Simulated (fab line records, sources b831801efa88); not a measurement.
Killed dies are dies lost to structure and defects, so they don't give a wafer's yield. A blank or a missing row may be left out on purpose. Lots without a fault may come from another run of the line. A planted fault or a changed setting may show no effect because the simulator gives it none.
fab line records | flow sky130
record lots=5 wafers=15 last_day=50
route steps=708 shown METAL4@623 VIA4@639 METAL5@661 PAD_OPEN@708
lots that met no fault: from a run of the same line without faults
start_h: hours from the record's first day to the start of the lot's first wafer shown | wait_h: hours since the lot's step before | " the same as in the row above | L1.1+2: a row that stands for several wafers | - no value, or no start given | * or withheld: withheld | < > ~ a bound
route shown NAME@n: a module of which the file shows steps, and the number in the route of the first | usual: mean/standard deviation of fault-free wafers | same: alike in all rows | chamber/n: place in a boat | sites: the reading at each site | _std_site: their standard deviation | _edge_site: outer sites' mean less inner sites' | radius_mm: how far each site lies from the wafer's centre | mask NAME#n: copy n | behind: the tool/chamber that last shaped the wafer | hold: why the lot was held/for how many hours/how that ended | device: the transistor (n, p or np) that didn't switch | end of line: the same wafers' tests at the end of the route | a step without rows: its recipe alone | killed: dies lost to structure and defects at the first sort, not the wafer's yield | map: a wafer's dies, x killed, . not, _ none there
set.NAME: the setting as run; set.NAME@STEP: as run at that earlier step | model.NAME: the simulator's own value behind a step, which no gauge read
lots at some steps of the route; a table a step, a row a wafer
services: from which hour (start_h, from the record's first day; less than 0 if before it) a tool's chamber was out of use, for how many hours, and why
## steps
# step SKY_METAL4_COAT_07
# recipe resist=BARC temp_c=withheld time_s=withheld spin_rpm=3000 resist_thk_nm=60
# step SKY_METAL4_COAT_08
# recipe resist=KrF-thick spin_rpm=3000 resist_thk_nm=1140
# step SKY_METAL4_SOFTBAKE_09
# recipe temp_c=100 time_s=90 resist=KrF-thick
# step SKY_METAL4_EXPOSE_10
# recipe mask_id=MM4 na=0.68 source_shape=annular sigma_inner=0.4 sigma_outer=0.8 target_cd_nm=300 dose_mj=28
# step SKY_METAL4_PEB_11
# recipe peb_temp_c=withheld peb_time_s=withheld resist=KrF-thick
# step SKY_METAL4_DEVELOP_12
# recipe develop_time_s=60 resist=KrF-thick dev_temp_c=21
# step SKY_METAL4_CD_MEAS_13
# recipe target_cd_nm=300
# usual cd_nm=299.5/1.6
# columns lot.wafer tool chamber start_h wait_h cd_nm
L168.3 cd_sem-02 - 980.32 - 300.7
L168.4 " - " " 301.3
L168.5 " - " " 301.4
L178.3 cd_sem-02 - 1051.01 - 300.0
L178.4 " - " " 301.2
L178.5 " - " " 299.2
L186.1 cd_sem-02 - 1102.02 - 301.1
L186.3 " - " " 299.8
L186.5 " - " " 299.9
L187.2 cd_sem-01 - 1109.99 - 299.8
L187.4 " - " " 299.4
L187.6 " - " " 298.5
L189.1 cd_sem-01 - 1115.27 - 300.6
L189.4 " - " " 301.0
L189.6 " - " " 299.7
# step SKY_METAL4_OVL_MEAS_14
# usual METAL4_OVL=-3/5.9
# columns lot.wafer tool chamber start_h wait_h METAL4_OVL[nm]
L168.3 overlay-02 - 980.41 0.1 7
L168.4 " - " " 6
L168.5 " - " " 12
L178.3 overlay-01 - 1051.10 0.1 -11
L178.4 " - " " -12
L178.5 " - " " -10
L186.1 overlay-02 - 1102.14 0.1 -7
L186.3 " - " " 0
L186.5 " - " " 3
L187.2 overlay-01 - 1110.09 0.1 -11
L187.4 " - " " -15
L187.6 " - " " -8
L189.1 overlay-02 - 1115.39 0.1 1
L189.4 " - " " -6
L189.6 " - " " 1
# step SKY_METAL4_DESCUM_15
# recipe chemistry=O2 source_power_w=150 bias_power_w=0 pressure_mtorr=10 temp_c=40 time_s=8
# usual drypump_motor_current_A=5.8/0.42 oes_product_au=1.000/0.01
# columns lot.wafer tool chamber start_h wait_h drypump_motor_current_A oes_product_au rf_hours_counter_h
L168.3 rie_metal-04 0 980.46 0.0 5.5 0.993 -
L168.4 " 0 " " 5.5 0.997 -
L168.5 " 0 " " 5.5 0.989 -
L178.3 rie_metal-02 0 1051.13 0.0 5.7 1.001 -
L178.4 " 1 " " 6.2 0.989 -
L178.5 " 0 " " 5.7 1.006 -
L186.1 rie_metal-04 1 1102.18 0.0 5.0 0.998 8
L186.3 " 1 " " 5.0 0.995 -
L186.5 " 1 " " 5.0 0.989 -
L187.2 rie_metal-01 0 1110.12 0.0 5.8 1.018 24
L187.4 " 0 " " 5.8 0.999 -
L187.6 " 1 " " 6.4 1.017 -
L189.1 rie_metal-02 1 1115.43 0.0 6.2 1.000 24
L189.4 " 1 " " 6.2 0.997 -
L189.6 " 1 " " 6.2 0.992 -
# step SKY_METAL4_ETCH_16
# recipe chemistry=N2/H2 target=BARC ion_energy_ev=200 bias_w=100 pressure_mtorr=30 n2_flow_sccm=100 h2_flow_sccm=200 icp_w=500 stop_on=SiO2 time_s=88.2 target_depth_a=600
# step SKY_METAL4_ETCH_17
# recipe target=SiO2 stop_on=TiN chemistry=C4F8/O2/Ar source_w=1500 bias_w=1200 pressure_mtorr=40 c4f8_flow_sccm=withheld O2_flow_sccm=6 Ar_flow_sccm=300 time_s=3.9 target_depth_a=150
# step SKY_METAL4_METAL_ETCH_18
# recipe target_depth_a=8450 stop_on=SiO2 over_etch_frac=0.3 time_s=183.1 chemistry=Cl2/BCl3 resist_sidewall_deg=88 pressure_mtorr=10 icp_w=900 bias_w=48.5 Cl2_flow_sccm=60 bcl3_flow_sccm=30
# step SKY_METAL4_STRIP_19
# recipe chemistry=O2/N2 power_w=1400 pressure_mtorr=1500 platen_temp_c=withheld o2_flow_sccm=3000 n2_flow_sccm=300 overash_fraction=0.5
# usual drypump_motor_current_A=5.7/0.37 o2_flow_sccm=3000/8.1 oes_product_au=0.501/0.0062 strip_time_to_endpoint_s=6.51/0.086
# columns lot.wafer tool chamber start_h wait_h drypump_motor_current_A o2_flow_sccm oes_product_au rf_hours_counter_h strip_time_to_endpoint_s
L168.3 plasma_asher-02 0 980.93 0.1 6.1 3007 0.494 - 6.37
L168.4 " 1 " " 5.4 2992 0.514 - 6.58
L168.5 " 1 " " 5.4 2990 0.489 - 6.32
L178.3 plasma_asher-02 1 1051.48 0.1 5.4 3007 0.493 - 6.57
L178.4 " 0 " " 6.1 2994 0.493 - 6.44
L178.5 " 0 " " 6.1 2994 0.488 - 6.45
L186.1 plasma_asher-04 0 1102.50 0.1 6.1 3002 0.491 65 6.51
L186.3 " 1 " " 5.2 3004 0.500 - 6.43
L186.5 " 0 " " 6.1 3001 0.494 - 6.44
L187.2 plasma_asher-04 0 1110.45 0.1 6.1 2987 0.505 66 6.52
L187.4 " 1 " " 5.1 3013 0.496 - 6.49
L187.6 " 0 " " 6.1 2990 0.506 - 6.49
L189.1 plasma_asher-04 0 1115.93 0.3 6.1 3011 0.507 66 6.60
L189.4 " 0 " " 6.1 2994 0.507 - 6.62
L189.6 " 0 " " 6.1 2996 0.504 - 6.60
# step SKY_METAL4_STRIP_20
# recipe chemistry=post_etch_residue_remover time_s=1200 temp_c=72.5
# step SKY_METAL4_CLEAN_21
# recipe chemistry=IPA time_s=180 temp_c=25
# step SKY_METAL4_CLEAN_22
# recipe chemistry=O3/DIW dry=n2_spin
# step SKY_VIA4_HDPCVD_00
# recipe material=SiO2 target_thk_nm=1750 sigma_open_frac=0.3 time_s=291.7 temp_c=400 sih4_flow_sccm=60 pressure_mtorr=6
# step SKY_VIA4_THK_MEAS_01
# recipe reads=SiO2_of_VIA4_HDPCVD_00
# usual VIA4_HDPCVD_THK=1750/17
# columns lot.wafer tool chamber start_h wait_h VIA4_HDPCVD_THK[nm]
L168.3 film_metro-03 - 981.73 0.1 1768
L168.4 " - " " 1741
L168.5 " - " " 1777
L178.3 film_metro-03 - 1052.24 0.1 1758
L178.4 " - " " 1738
L178.5 " - " " 1787
L186.1 film_metro-01 - 1103.37 0.1 1732
L186.3 " - " " 1727
L186.5 " - " " 1720
L187.2 film_metro-01 - 1111.26 0.1 1773
L187.4 " - " " 1751
L187.6 " - " " 1756
L189.1 film_metro-02 - 1117.12 0.1 1758
L189.4 " - " " 1752
L189.6 " - " " 1729
# step SKY_VIA4_CMP_02
# recipe material=SiO2 down_force_psi=4 platen_rpm=60 pad_velocity_m_s=0.94248
# usual motor_current_A=11.8/1.2 slurry_filter_dp_kPa=13.50/0.13
# columns lot.wafer tool chamber start_h wait_h motor_current_A slurry_filter_dp_kPa
L168.4 cmp-01 3 981.82 0.1 11.6 13.21
L168.3 " 0 " " 9.5 13.84
L168.5 " 2 " " 12.2 13.41
L178.3 cmp-01 0 1052.28 0.0 9.6 13.51
L178.4 " 3 " " 11.8 13.38
L178.5 " 1 " " 11.4 13.43
L186.3 cmp-02 2 1103.43 0.0 13.7 13.55
L186.1 " 3 " " 11.3 13.58
L186.5 " 2 " " 13.4 13.61
L187.2 cmp-02 0 1111.41 0.1 12.7 13.57
L187.4 " 1 " " 12.2 13.61
L187.6 " 2 " " 14.1 13.61
L189.4 cmp-02 2 1117.18 0.0 13.7 13.52
L189.1 " 1 " " 12.4 13.51
L189.6 " 3 " " 10.9 13.53
# step SKY_VIA4_BOW_MEAS_03
# recipe mode=bow
# usual VIA4_BOW=77/7.8
# columns lot.wafer tool chamber start_h wait_h VIA4_BOW[um]
L168.3 film_metro-01 - 982.11 0.2 75
L168.4 " - " " 76
L168.5 " - " " 74
L178.3 film_metro-01 - 1052.62 0.3 74
L178.4 " - " " 76
L178.5 " - " " 65
L186.1 film_metro-02 - 1103.73 0.2 73
L186.3 " - " " 69
L186.5 " - " " 79
L187.2 film_metro-03 - 1111.63 0.2 80
L187.4 " - " " 80
L187.6 " - " " 68
L189.1 film_metro-01 - 1117.48 0.1 77
L189.4 " - " " 82
L189.6 " - " " 82
# step SKY_VIA4_DEHYDRATE_04
# recipe temp_c=200 time_s=60
# step SKY_VIA4_HMDS_05
# recipe prime_time_s=60 prime_temp_c=120
# step SKY_VIA4_COAT_06
# recipe resist=NOVOLAK spin_rpm=3000 resist_thk_nm=1140
# step SKY_VIA4_SOFTBAKE_07
# recipe temp_c=90 time_s=60 resist=NOVOLAK
# step SKY_VIA4_EXPOSE_08
# recipe mask_id=VIM4 na=0.6 source_shape=conventional sigma_outer=0.6 polarization=unpolarized target_cd_nm=800 dose_mj=132
# step SKY_VIA4_PEB_09
# recipe temp_c=withheld time_s=* resist=NOVOLAK
# step SKY_VIA4_DEVELOP_10
# recipe resist=NOVOLAK developer=TMAH develop_time_s=60 dev_temp_c=23
# step SKY_VIA4_OVL_MEAS_11
# usual VIA4_OVL=0.2/1.3
# columns lot.wafer tool chamber start_h wait_h VIA4_OVL[nm]
L168.3 overlay-01 - 1004.58 0.1 -0.5
L168.4 " - " " -0.8
L168.5 " - " " -0.2
L178.3 overlay-01 - 1073.81 0.1 -0.7
L178.4 " - " " 1.1
L178.5 " - " " 0.0
L186.1 overlay-01 - 1123.72 0.1 0.7
L186.3 " - " " 0.7
L186.5 " - " " -1.3
L187.2 overlay-02 - 1130.82 0.1 -1.4
L187.4 " - " " -1.9
L187.6 " - " " -1.3
L189.1 overlay-01 - 1136.52 0.1 -0.5
L189.4 " - " " 1.4
L189.6 " - " " 1.7
# step SKY_VIA4_ETCH_12
# recipe target=SiO2 chemistry=C4F8/O2/Ar stop_on=TiN mask_material=NOVOLAK source_w=1500 bias_w=1200 pressure_mtorr=40 c4f8_flow_sccm=withheld O2_flow_sccm=6 Ar_flow_sccm=300 time_s=withheld target_depth_a=5800
# usual bias_w=1200/3.4 oes_product_au=0.926/0.0049
# columns lot.wafer tool chamber start_h wait_h bias_w oes_product_au
L168.3 rie_diel-03 1 1004.60 0.0 1203 0.925
L168.4 " 3 " " 1198 0.922
L168.5 " 3 " " 1200 0.927
L178.3 rie_diel-04 1 1073.84 0.0 1204 0.925
L178.4 " 0 " " 1201 0.925
L178.5 " 1 " " 1203 0.924
L186.1 rie_diel-04 3 1123.75 0.0 1199 0.927
L186.3 " 1 " " 1198 0.922
L186.5 " 2 " " 1200 0.930
L187.2 rie_diel-04 2 1130.85 0.0 1197 0.920
L187.4 " 1 " " 1200 0.927
L187.6 " 1 " " 1202 0.920
L189.1 rie_diel-03 3 1136.56 0.0 1199 0.922
L189.4 " 0 " " 1200 0.925
L189.6 " 2 " " 1201 0.925
# step SKY_VIA4_STRIP_13
# recipe chemistry=O2/N2 power_w=1400 pressure_mtorr=1500 platen_temp_c=withheld o2_flow_sccm=3000 n2_flow_sccm=300 overash_fraction=0.5
# step SKY_VIA4_STRIP_14
# recipe chemistry=post_etch_residue_remover time_s=1200 temp_c=72.5
# step SKY_VIA4_CLEAN_15
# recipe chemistry=IPA time_s=180 temp_c=25
# step SKY_VIA4_CLEAN_16
# recipe chemistry=O3/DIW dry=n2_spin
# step SKY_VIA4_SPUTTER_17
# recipe material=TiN target_thk_nm=20 chamber_pressure_pa=5 power_w=4000 time_s=80
# usual throttle_valve_pct=29.6/1.3
# columns lot.wafer tool chamber start_h wait_h throttle_valve_pct
L168.3 pvd_sputter-03 - 1005.27 0.0 29.7
L168.4 " - " " 29.1
L168.5 " - " " 29.0
L178.3 pvd_sputter-03 - 1074.50 0.0 28.8
L178.4 " - " " 29.0
L178.5 " - " " 28.9
L186.1 pvd_sputter-03 - 1124.42 0.0 28.9
L186.3 " - " " 29.9
L186.5 " - " " 29.1
L187.2 pvd_sputter-03 - 1131.52 0.0 28.8
L187.4 " - " " 28.6
L187.6 " - " " 31.5
L189.1 pvd_sputter-03 - 1137.24 0.0 29.1
L189.4 " - " " 28.9
L189.6 " - " " 29.0
# step SKY_VIA4_CVD_18
# recipe material=W target_thk_nm=505 time_s=152.14 temp_c=400 pressure_torr=40
# usual heater_power_w=932/120
# columns lot.wafer tool chamber start_h wait_h heater_power_w
L168.3 cvd_w-01 1 1005.38 0.1 882
L168.4 " 0 " " 1086
L168.5 " 0 " " 1076
L178.3 cvd_w-01 1 1074.61 0.1 880
L178.4 " 0 " " 1079
L178.5 " 0 " " 1085
L186.1 cvd_w-02 1 1124.49 0.0 750
L186.3 " 0 " " 987
L186.5 " 0 " " 976
L187.2 cvd_w-02 0 1131.58 0.0 983
L187.4 " 1 " " 786
L187.6 " 0 " " 976
L189.1 cvd_w-01 0 1137.30 0.0 1099
L189.4 " 0 " " 1105
L189.6 " 1 " " 907
# step SKY_VIA4_RS_MEAS_19
# recipe thk_meas_gauge=four-point-probe reads=W_of_VIA4_CVD_18+TiN_of_VIA4_SPUTTER_17
# usual VIA4_W_RS=0.2265/0.0028
# columns lot.wafer tool chamber start_h wait_h VIA4_W_RS[ohm/sq]
L168.3 film_metro-01 - 1005.52 0.1 0.2279
L168.4 " - " " 0.2281
L168.5 " - " " 0.2269
L178.3 film_metro-03 - 1074.76 0.1 0.2272
L178.4 " - " " 0.2267
L178.5 " - " " 0.2287
L186.1 film_metro-02 - 1124.64 0.1 0.2223
L186.3 " - " " 0.2261
L186.5 " - " " 0.2269
L187.2 film_metro-01 - 1131.75 0.1 0.2247
L187.4 " - " " 0.2240
L187.6 " - " " 0.2272
L189.1 film_metro-01 - 1137.45 0.1 0.2296
L189.4 " - " " 0.2276
L189.6 " - " " 0.2266
# step SKY_VIA4_THK_MEAS_20
# recipe thk_meas_gauge=xrf reads=W_of_VIA4_CVD_18
# usual VIA4_W_THK=484/7
# columns lot.wafer tool chamber start_h wait_h VIA4_W_THK[nm]
L168.3 film_metro-01 - 1005.62 0.1 485
L168.4 " - " " 482
L168.5 " - " " 483
L178.3 film_metro-03 - 1074.86 0.1 482
L178.4 " - " " 478
L178.5 " - " " 478
L186.1 film_metro-02 - 1124.76 0.1 482
L186.3 " - " " 476
L186.5 " - " " 470
L187.2 film_metro-01 - 1131.86 0.1 490
L187.4 " - " " 493
L187.6 " - " " 484
L189.1 film_metro-01 - 1137.57 0.1 479
L189.4 " - " " 481
L189.6 " - " " 483
# step SKY_VIA4_CMP_21
# recipe stop_on=SiO2 t_overpolish_s=25 down_force_psi=3.5 platen_rpm=60 target_thk_nm=0 pad_velocity_m_s=0.94248
# step SKY_METAL5_SPUTTER_00
# recipe material=Ti target_thk_nm=15 power_w=3000 time_s=10 chamber_pressure_pa=0.4
# step SKY_METAL5_SPUTTER_01
# recipe material=TiN target_thk_nm=20 power_w=6500 time_s=16.7 chamber_pressure_pa=0.4
# step SKY_METAL5_SPUTTER_02
# recipe material=AlCu target_thk_nm=1150 power_w=10600 time_s=61.2 chamber_pressure_pa=0.4
# step SKY_METAL5_SPUTTER_03
# recipe material=Ti target_thk_nm=5 power_w=3000 time_s=3.3 chamber_pressure_pa=0.4
# step SKY_PAD_OPEN_PROBE_99
# usual defect_limited_yield=82.5/1.9 killed_at_M0_to_M3=42/7.4 killed_at_M4_up=3.4/1.8 killed_at_contacts=25/5.4 killed_at_front_end=15/4.4 killed_at_other=0.2/0.52 killed_dies=86/9.3 killed_open=47/7.6 killed_short=39/6.5 sort_bin_3_pad_short=0.9/0.46 sort_bin_5_function=10.3/1.5 sort_bin_6_memory=6.3/1.2 sort_n_pass=406/9.3 sort_yield_pct=82.5/1.9
# same gross_dies=492 killed_at_back_side=0 sort_bin_4_leakage[%]=0 sort_bin_8_speed[%]=0
# columns lot.wafer tool chamber start_h wait_h hold defect_limited_yield[%] killed_at_M0_to_M3 killed_at_M4_up killed_at_contacts killed_at_front_end killed_at_other killed_dies killed_open killed_short sort_bin_3_pad_short[%] sort_bin_5_function[%] sort_bin_6_memory[%] sort_n_pass sort_yield_pct[%] model.etest.tester.sort_n_pass model.etest.tester.sort_yield_pct model.etest.tester.sort_bin_5_pct model.etest.tester.sort_bin_3_pct
L168.3 prober-02 - 1076.26 0.2 - 81.7 42 3 31 14 0 90 44 46 1.4 10.8 6.1 402 81.7 402 81.71 10.77 1.423
L168.4 prober-02 - 1076.31 0.2 - 84.8 36 3 27 8 1 75 39 36 0.6 8.7 5.9 417 84.8 417 84.76 8.74 0.6098
L168.5 prober-02 - 1076.36 0.2 - 83.3 39 1 25 16 1 82 44 38 0.8 9.1 6.7 410 83.3 410 83.33 9.146 0.813
L178.3 prober-02 - 1138.31 0.2 await_dispo/1.9h/release 68.3 54 68 18 16 0 156 56 37 3.9 18.5 9.3 336 68.3 336 68.29 18.5 3.862
L178.4 prober-02 - 1138.36 0.2 await_dispo/1.9h/release 81.3 38 10 24 20 0 92 59 33 1.4 10.0 7.3 400 81.3 400 81.3 9.959 1.423
L178.5 prober-02 - 1138.41 0.2 await_dispo/1.9h/release 78.5 60 5 24 17 0 106 59 47 1.0 12.6 7.9 386 78.5 386 78.46 12.6 1.016
L186.1 prober-02 - 1180.24 0.1 - 84.6 34 3 22 17 0 76 52 24 1.0 7.3 7.1 416 84.6 416 84.55 7.317 1.016
L186.3 prober-02 - 1180.34 0.2 - 82.3 51 3 20 13 0 87 36 51 1.6 8.7 7.3 405 82.3 405 82.32 8.74 1.626
L186.5 prober-02 - 1180.44 0.2 - 82.7 49 3 24 9 0 85 52 33 0.2 11.2 5.9 407 82.7 407 82.72 11.18 0.2033
L187.2 prober-02 - 1186.70 0.1 - 81.9 43 2 28 16 0 89 44 45 1.4 8.9 7.7 403 81.9 403 81.91 8.943 1.423
L187.4 prober-02 - 1186.80 0.2 - 83.3 37 6 25 14 0 82 40 42 0.2 10.4 6.1 410 83.3 410 83.33 10.37 0.2033
L187.6 prober-02 - 1186.90 0.2 - 83.9 37 5 28 9 0 79 37 42 1.0 8.7 6.3 413 83.9 413 83.94 8.74 1.016
L189.1 prober-02 - 1191.55 0.1 - 77.8 59 4 30 16 0 109 56 53 1.6 12.0 8.5 383 77.8 383 77.85 11.99 1.626
L189.4 prober-02 - 1191.70 0.2 - 84.6 46 2 14 14 0 76 42 34 1.0 9.3 5.1 416 84.6 416 84.55 9.35 1.016
L189.6 prober-02 - 1191.80 0.2 - 83.5 42 2 24 13 0 81 53 28 1.0 10.8 4.7 411 83.5 411 83.54 10.77 1.016
# killed by level:class
L168.3 CONTACT:geometric_particle:open=12 METAL1:geometric_particle:short=9 LI_CONTACT:geometric_particle:open=9 FIELD_ISO:geometric_particle:short=7 VIA1:geometric_particle:short=6 VIA1:geometric_particle:open=6 VIA2:geometric_particle:open=6 METAL2:geometric_particle:short=5
L168.4 VIA1:geometric_particle:open=12 CONTACT:geometric_particle:open=10 CONTACT:geometric_particle:short=10 METAL2:geometric_particle:short=4 VIA2:geometric_particle:open=4 VIA3:geometric_particle:open=4 POLY_GATE:geometric_particle:short=3 LI_CONTACT:geometric_particle:open=3
L168.5 CONTACT:geometric_particle:open=12 VIA1:geometric_particle:open=8 VIA3:geometric_particle:open=6 VIA2:geometric_particle:open=5 FIELD_ISO:geometric_particle:open=4 CONTACT:geometric_particle:short=4 LOCAL_INTERCONNECT:geometric_particle:short=4 POLY_GATE:geometric_particle:short=4
L178.3 METAL4:unspecified=63 VIA1:geometric_particle:open=14 VIA2:geometric_particle:open=10 VIA3:geometric_particle:open=9 METAL2:geometric_particle:short=6 LI_CONTACT:geometric_particle:open=5 METAL4:geometric_particle:short=5 POLY_GATE:geometric_particle:open=4
L178.4 CONTACT:geometric_particle:open=11 VIA2:geometric_particle:open=11 VIA1:geometric_particle:open=8 POLY_GATE:geometric_particle:open=7 METAL1:geometric_particle:short=7 LI_CONTACT:geometric_particle:open=6 METAL4:geometric_particle:short=6 VIA3:geometric_particle:open=4
L178.5 VIA2:geometric_particle:open=14 CONTACT:geometric_particle:open=10 LI_CONTACT:geometric_particle:open=9 VIA1:geometric_particle:open=9 VIA3:geometric_particle:open=9 VIA1:geometric_particle:short=7 METAL1:geometric_particle:short=6 FIELD_ISO:geometric_particle:short=5
L186.1 CONTACT:geometric_particle:open=11 VIA1:geometric_particle:open=9 FIELD_ISO:geometric_particle:open=7 VIA3:geometric_particle:open=6 LI_CONTACT:geometric_particle:open=5 VIA1:geometric_particle:short=5 POLY_GATE:geometric_particle:open=3 CONTACT:geometric_particle:short=3
L186.3 VIA1:geometric_particle:open=12 METAL2:geometric_particle:short=7 FIELD_ISO:geometric_particle:short=6 CONTACT:geometric_particle:open=6 VIA1:geometric_particle:short=6 METAL1:geometric_particle:short=6 VIA3:geometric_particle:open=6 VIA2:geometric_particle:open=5
L186.5 CONTACT:geometric_particle:open=11 VIA3:geometric_particle:open=11 VIA2:geometric_particle:open=8 VIA1:geometric_particle:open=7 METAL1:geometric_particle:short=6 CONTACT:geometric_particle:short=5 FIELD_ISO:geometric_particle:open=4 METAL2:geometric_particle:short=4
L187.2 VIA2:geometric_particle:open=12 LI_CONTACT:geometric_particle:open=7 CONTACT:geometric_particle:short=7 METAL1:geometric_particle:short=7 VIA3:geometric_particle:open=6 FIELD_ISO:geometric_particle:open=5 LOCAL_INTERCONNECT:geometric_particle:short=5 FIELD_ISO:geometric_particle:short=4
L187.4 CONTACT:geometric_particle:open=8 VIA1:geometric_particle:open=8 LI_CONTACT:geometric_particle:open=7 METAL1:geometric_particle:short=7 VIA2:geometric_particle:open=6 FIELD_ISO:geometric_particle:short=5 FIELD_ISO:geometric_particle:open=5 CONTACT:geometric_particle:short=4
L187.6 VIA2:geometric_particle:open=8 LI_CONTACT:geometric_particle:open=7 CONTACT:geometric_particle:short=7 VIA1:geometric_particle:open=6 CONTACT:geometric_particle:open=5 VIA3:geometric_particle:short=5 LOCAL_INTERCONNECT:geometric_particle:short=4 VIA1:geometric_particle:short=4
L189.1 CONTACT:geometric_particle:open=13 VIA1:geometric_particle:open=12 VIA2:geometric_particle:open=11 VIA1:geometric_particle:short=7 METAL2:geometric_particle:short=7 CONTACT:geometric_particle:short=6 METAL3:geometric_particle:short=6 VIA3:geometric_particle:open=6
L189.4 VIA1:geometric_particle:open=12 VIA3:geometric_particle:open=12 LI_CONTACT:geometric_particle:open=5 VIA1:geometric_particle:short=5 POLY_GATE:geometric_particle:open=4 POLY_GATE:geometric_particle:short=4 METAL1:geometric_particle:short=4 VIA2:geometric_particle:open=4
L189.6 VIA1:geometric_particle:open=13 LI_CONTACT:geometric_particle:open=9 METAL1:geometric_particle:short=7 VIA2:geometric_particle:open=7 VIA3:geometric_particle:open=6 CONTACT:geometric_particle:open=5 POLY_GATE:geometric_particle:open=4 LOCAL_INTERCONNECT:geometric_particle:open=4
# map L178.3 (x killed, . not)
__________...x....x._________
________......x.xx...._______
______......x..x........_____
_____..........x..x..x..x____
____..x.x..x.xxxxx........___
___...x...xxxxxxxxx........__
__..x.....xxxxxxxx....x...xx_
_..xx.....xxxxxxxx.xx..x...x.
_..x.x..xxxxxxxxxxxx.x.xx..x.
_..x.x.xx.xxxxxxxxx......x..x
_......x..xxxxxxxxxx.x..x....
_.x...x....xxxxxxxx......x...
_..x.x....xxxx.xx...x........
_...xx..x..x.x..x............
_......x.....x...x...........
__..xx....x....x.x.x..x.x..._
___x.....xx.....x..........__
____..x.....x.x...x......x___
_____..xx.....xxx.x......____
______.................._____
________x.x..........._______
__________..x......._________
# map L168.3 (x killed, . not)
__________.........._________
________..x..........x_______
______...x.x..x...x.x..._____
_____....x...x...........____
____......................___
___....x.x..x...xx..x.xx...__
__.......x.........x..xx...x_
_.x......x.....x.........x...
_x.xx..x..x....x...x.........
_..xx..........xx...x........
_x..x............x........x..
_......xx.....x.....x..xx....
_..x.........x.......xx.....x
_....x.......xx....x..x......
_.x.............x.xx.x.......
__...........x.x..x.xx......_
___xx..................x...__
____...x.......xx......x..___
_____..x...x.x..x..x..x.x____
______x.......x......x.._____
________..x.xx........_______
__________x.....x..._________
## services
# columns tool chamber start_h hours kind
cvd_w-01 - 959.11 0.5 repair
cmp-02 - 969.11 1.8 repair
rie_metal-04 1 973.86 20.2 repair
plasma_asher-02 - 994.06 1.3 repair
cmp-02 - 995.02 1.7 repair
cvd_w-02 0 1002.40 5.6 repair
rie_diel-04 - 1003.66 9.8 repair
cmp-01 - 1020.26 3.3 pm
rie_metal-04 1 1025.74 13.0 repair
rie_diel-04 2 1030.12 45.6 repair
cmp-02 - 1031.30 1.3 repair
pvd_sputter-03 - 1042.99 2.7 repair
plasma_asher-02 - 1055.25 9.0 pm
plasma_asher-04 - 1063.70 28.1 pm
cvd_w-02 1 1064.32 2.4 repair
rie_diel-03 3 1068.31 9.5 repair
rie_diel-04 - 1078.52 2.8 pm
cvd_w-01 - 1082.11 4.3 pm
cmp-01 - 1084.39 4.0 pm
cmp-02 - 1089.68 0.6 repair
rie_diel-04 1 1093.12 6.5 repair
cvd_w-01 0 1094.13 3.6 repair
cvd_w-01 - 1096.64 0.9 repair
plasma_asher-04 - 1105.90 0.8 repair
## key
first_sign step=SKY_PAD_OPEN_PROBE_99 reading=killed_at_M4_up direction=up sigmas=35 usual=3.4 struck=68
effect step=SKY_PAD_OPEN_PROBE_99 reading=defect_limited_yield direction=down sigmas=7.5 usual=82.5 struck=68.3
model_effect step=SKY_PAD_OPEN_PROBE_99 value=etest.tester.sort_n_pass without=391 struck=336
met_at SKY_METAL4_STRIP_19
struck_wafers L178.3
onset_between 980.93 1051.48
fault kind=chamber_particle_source tool=plasma_asher-02 chamber=1 onset_h=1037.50 steps=SKY_METAL4_STRIP_19 rate_per_visit_cm2=1.4919 end_h=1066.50
